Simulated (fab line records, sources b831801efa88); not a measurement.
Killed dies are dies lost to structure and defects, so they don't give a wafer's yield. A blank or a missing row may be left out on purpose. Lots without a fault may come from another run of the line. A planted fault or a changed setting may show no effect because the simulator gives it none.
Which tool did it? | flow gf180mcu | 14 lots, 42 wafers sampled, at 4 steps of a route of 602

WHAT THE GAUGES READ, wafer by wafer
GF_V5_RS_MEAS_24: measures by four-point-probe. Usual: V5_W_RS 0.329 ohm/sq, standard deviation 0.004.
lot  | measured     | on            | V5_W_RS (ohm/sq)  | flag
L434 | day 27 10:01 | film_metro-01 | 0.335 0.330 0.335 |
L435 | day 27 21:01 | film_metro-01 | 0.330 0.336 0.337 |
L436 | day 28 00:10 | film_metro-01 | 0.337 0.326 0.334 |
L437 | day 28 08:35 | film_metro-02 | 0.336 0.334 0.335 |
L438 | day 28 23:11 | film_metro-02 | 0.323 0.331 0.323 |
L439 | day 29 05:39 | film_metro-02 | 0.329 0.329 0.331 |
L440 | day 29 12:34 | film_metro-01 | 0.333 0.333 0.331 |
L442 | day 30 04:39 | film_metro-02 | 0.326 0.330 0.324 |
L443 | day 30 06:59 | film_metro-02 | 0.329 0.321 0.322 |
L444 | day 30 11:02 | film_metro-02 | 0.325 0.331 0.327 |
L445 | day 30 16:44 | film_metro-04 | 0.324 0.322 0.331 |
L447 | day 31 10:52 | film_metro-01 | 0.324 0.333 0.325 |
L448 | day 31 20:05 | film_metro-01 | 0.323 0.328 0.321 |
L456 | day 33 16:41 | film_metro-04 | 0.333 0.333 0.332 |

WHICH TOOL RAN EACH LOT (tool, then ch and the chambers of the sampled wafers, then the start)
lot  | GF_CONTACT_CVD_00                | GF_V5_ETCH_16                      | GF_V5_ETCH_17
L434 | hdpcvd-01 ch 1,2, day 15 08:02   | rie_diel-04 ch 1,2,3, day 27 09:04 | rie_diel-04 ch 1,2,3, day 27 10:01 or earlier
L435 | hdpcvd-01 ch 0,1, day 15 21:17   | rie_diel-02 ch 1,2,3, day 27 20:04 | rie_diel-02 ch 1,2,3, day 27 21:01 or earlier
L436 | hdpcvd-02 ch 1,2, day 16 01:05   | rie_diel-02 ch 1,2, day 27 23:16   | rie_diel-02 ch 1,2, day 28 00:10 or earlier
L437 | hdpcvd-02 ch 0,1, day 16 11:35   | rie_diel-02 ch 1,2,3, day 28 07:40 | rie_diel-02 ch 1,2,3, day 28 08:35 or earlier
L438 | hdpcvd-01 ch 0,1,2, day 17 01:28 | rie_diel-03 ch 0,3, day 28 22:13   | rie_diel-03 ch 0,3, day 28 23:11 or earlier
L439 | hdpcvd-02 ch 0,1,2, day 17 11:25 | rie_diel-04 ch 0,1,2, day 29 04:41 | rie_diel-04 ch 0,1,2, day 29 05:39 or earlier
L440 | hdpcvd-01 ch 1,2, day 17 18:46   | rie_diel-02 ch 1,2,3, day 29 11:40 | rie_diel-02 ch 1,2,3, day 29 12:34 or earlier
L442 | hdpcvd-01 ch 0,1,2, day 18 13:37 | rie_diel-04 ch 1,2, day 30 03:40   | rie_diel-04 ch 1,2, day 30 04:39 or earlier
L443 | hdpcvd-02 ch 0,1,2, day 18 15:48 | rie_diel-02 ch 0,2,3, day 30 06:04 | rie_diel-02 ch 0,2,3, day 30 06:59 or earlier
L444 | hdpcvd-01 ch 0,1,2, day 19 00:44 | rie_diel-02 ch 1,2,3, day 30 10:08 | rie_diel-02 ch 1,2,3, day 30 11:02 or earlier
L445 | hdpcvd-02 ch 0,1,2, day 19 05:58 | rie_diel-03 ch 1,2, day 30 15:46   | rie_diel-03 ch 1,2, day 30 16:44 or earlier
L447 | hdpcvd-02 ch 0,1,2, day 20 05:19 | rie_diel-04 ch 1,2,3, day 31 09:58 | rie_diel-04 ch 1,2,3, day 31 10:52 or earlier
L448 | hdpcvd-01 ch 0,1,2, day 20 18:09 | rie_diel-02 ch 0,1,3, day 31 19:07 | rie_diel-02 ch 0,1,3, day 31 20:05 or earlier
L456 | hdpcvd-02 ch 0,1, day 23 09:33   | rie_diel-02 ch 0,2,3, day 33 15:47 | rie_diel-02 ch 0,2,3, day 33 16:41 or earlier
- GF_CONTACT_CVD_00: deposits SiO2, target thk 300 nm, time 50 s.
- GF_V5_ETCH_16: etches BARC in N2/H2.
- GF_V5_ETCH_17: etches SiO2 in C4F8/O2/Ar, stops on TiN, target depth 855 nm.

WHAT THE TOOLS THEMSELVES READ (means of the sampled wafers that have a number; where no wafer has one, the mark that the record gives instead)
GF_V5_ETCH_16. Usual: drypump_motor_current_A 5.8 A, standard deviation 0.54; oes_product_au 0.856 a.u., standard deviation 0.0051; throttle_valve_pct 13.224 %, standard deviation 0.009.
lot  | tool        | drypump_motor_current_A (A) | oes_product_au (a.u.) | throttle_valve_pct (%) | flag
L434 | rie_diel-04 | 6.3                         | 0.858                 | 13.227                 |
L435 | rie_diel-02 | 5.5                         | 0.857                 | 13.224                 |
L436 | rie_diel-02 | 5.3                         | 0.856                 | 13.228                 |
L437 | rie_diel-02 | 5.5                         | 0.856                 | 13.235                 |
L438 | rie_diel-03 | 5.7                         | 0.856                 | 13.224                 |
L439 | rie_diel-04 | 6.2                         | 0.854                 | 13.214                 |
L440 | rie_diel-02 | 5.6                         | 0.854                 | 13.220                 |
L442 | rie_diel-04 | 6.4                         | 0.852                 | 13.223                 |
L443 | rie_diel-02 | 5.6                         | 0.854                 | 13.220                 |
L444 | rie_diel-02 | 5.6                         | 0.853                 | 13.231                 |
L445 | rie_diel-03 | 5.7                         | 0.862                 | 13.235                 |
L447 | rie_diel-04 | 6.3                         | 0.859                 | 13.225                 |
L448 | rie_diel-02 | 5.7                         | 0.851                 | 13.226                 |
L456 | rie_diel-02 | 5.6                         | 0.855                 | 13.221                 |

GF_V5_ETCH_17. Usual: oes_product_au 0.860 a.u., standard deviation 0.0044.
lot  | tool        | oes_product_au (a.u.) | flag
L434 | rie_diel-04 | 0.857                 |
L435 | rie_diel-02 | 0.861                 |
L436 | rie_diel-02 | 0.857                 |
L437 | rie_diel-02 | 0.861                 |
L438 | rie_diel-03 | 0.858                 |
L439 | rie_diel-04 | 0.861                 |
L440 | rie_diel-02 | 0.862                 |
L442 | rie_diel-04 | 0.855                 |
L443 | rie_diel-02 | 0.861                 |
L444 | rie_diel-02 | 0.857                 |
L445 | rie_diel-03 | 0.861                 |
L447 | rie_diel-04 | 0.863                 |
L448 | rie_diel-02 | 0.864                 |
L456 | rie_diel-02 | 0.858                 |

THE ANSWER, worked out from the rows above alone
Rule: a lot is off if the mean of its wafers that have a number lies more than 3 standard deviations from the usual mean. A lot without any number at a reading at which 4 lots or more have one is off too. The other lots that the step has rows for count as sound. The gauges are gone through in route order, then the tools' own readings, and for those a lot's mean is taken as printed above. The first step at which some lot is off is used, and at that step the reading that is off furthest; a lot without a number counts as furthest.
No lot is off at any reading shown: from this, nothing can be told.

WHAT THE SIMULATOR HAD PUT IN
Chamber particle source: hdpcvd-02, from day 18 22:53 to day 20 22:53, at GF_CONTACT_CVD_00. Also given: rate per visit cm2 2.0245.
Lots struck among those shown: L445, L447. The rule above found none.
